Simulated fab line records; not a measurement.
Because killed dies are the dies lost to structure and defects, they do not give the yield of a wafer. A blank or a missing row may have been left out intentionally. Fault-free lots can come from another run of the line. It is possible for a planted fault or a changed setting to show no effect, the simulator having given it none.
A lot that was struck, set against a sound lot || flow sky130 || 16 out of 708 route steps
Sound: the wafers L308.1, L308.3, L308.4. Wafers struck: L319.1, L319.3, L319.6. At the end, the cause is stated.
For every step that has rows: the tool of each side, followed by ch and its chambers, followed by its first start. Under that, the readings that differ: sound wafers || struck wafers || difference of the means || sigmas: that difference in standard deviations of wafers without a fault.
alike: readings whose means differ by less than 2 such deviations, and words and numbers that are the same on both sides. not compared: withheld readings, readings that some wafer has no value for, bounds like >300 that may hide the same value, and numbers for which the record gives no deviation and whose values overlap.
The two part at a step that has a row with sigmas, a row that says differs or no value, or rows on one side only. Numbers that have no deviation but don't overlap get no sigmas and don't part them. A reading missing from all wafers of one side parts the sides only when that side holds two or more wafers.

SKY_VIA1_CMP_02: polishes SiO2.
  sound on cmp-01 ch 0,1,2, day 35 08:18; struck on cmp-01 ch 1,3, day 38 15:49
  alike: edge zone pressure frac, motor current A, platen rpm
SKY_VIA1_BOW_MEAS_03:
  sound: film metro-02 at day 35 08:36; struck: film metro-02 at day 38 16:07
  alike: VIA1_BOW
then, 8 steps without rows for these wafers: SKY_VIA1_DEHYDRATE_04 (time 60 s); SKY_VIA1_HMDS_05 (prime time 60 s); SKY_VIA1_COAT_06 (resist thk 60 nm); SKY_VIA1_COAT_07 (resist thk 450 nm); SKY_VIA1_SOFTBAKE_08 (time 90 s); SKY_VIA1_EXPOSE_09 (exposes mask VIM, target cd 150 nm); SKY_VIA1_PEB_10; SKY_VIA1_DEVELOP_11 (develop time 60 s).
SKY_VIA1_CD_MEAS_12: the cd target is 150 nm.
  sound: cd sem-02 at day 36 10:47; struck: cd sem-02 at day 39 17:25
  alike: cd nm
SKY_VIA1_OVL_MEAS_13:
  sound: overlay-02 at day 36 10:54; struck: overlay-02 at day 39 17:32
  alike: VIA1_OVL
SKY_VIA1_ETCH_14: etches BARC in N2/H2, stops on SiO2, time 45.9 s, target depth 60 nm.
  sound on rie diel-04 ch 0,1,2, day 36 10:56; struck on rie diel-04 ch 0,1,3, day 39 17:35
{"reading": "model.KrF-thick_of_VIA1_COAT_07.thk nm (nm)", "sound": "391 389.1 390.8", "struck": "394 393.3 394.7", "difference": "+4", "sigmas": ""}
  alike: drypump motor current A, n2 flow sccm, oes product au, rf fwd power W, throttle valve pct
  not compared: rf hours counter h
SKY_VIA1_ETCH_15: etches SiO2 in C4F8/O2/Ar, stops on TiN, target depth 351 nm, time 54 s.
  sound on rie diel-04 ch 0,1,2, day 36 10:59; struck on rie diel-04 ch 0,1,3, day 39 17:37
{"reading": "model.KrF-thick_of_VIA1_COAT_07.thk nm (nm)", "sound": "320.1 319.2 320.6", "struck": "323.6 321.8 324.5", "difference": "+3.3", "sigmas": ""}
  alike: oes product au, rf fwd power W
  not compared: rf hours counter h
SKY_VIA1_STRIP_16: strips in O2/N2.
  sound on plasma asher-02 ch 0,1, day 36 11:02; struck on plasma asher-02 ch 1, day 39 17:40
{"reading": "n2 flow sccm (sccm)", "sound": "300.2 299.9 301.4", "struck": "298.5 297.5 298.1", "difference": -2.5, "sigmas": -2}
  alike: drypump motor current A, oes product au, strip time to endpoint s
  not compared: rf hours counter h
SKY_PAD_OPEN_PROBE_99:
  the record has rows for the sound wafers here (prober-01, day 47 16:24) and none for the struck ones

== WHERE THEY PART ==
Last at SKY_PAD_OPEN_PROBE_99 as far as this record goes, first at SKY_VIA1_STRIP_16.

WHY: what the simulator had put in
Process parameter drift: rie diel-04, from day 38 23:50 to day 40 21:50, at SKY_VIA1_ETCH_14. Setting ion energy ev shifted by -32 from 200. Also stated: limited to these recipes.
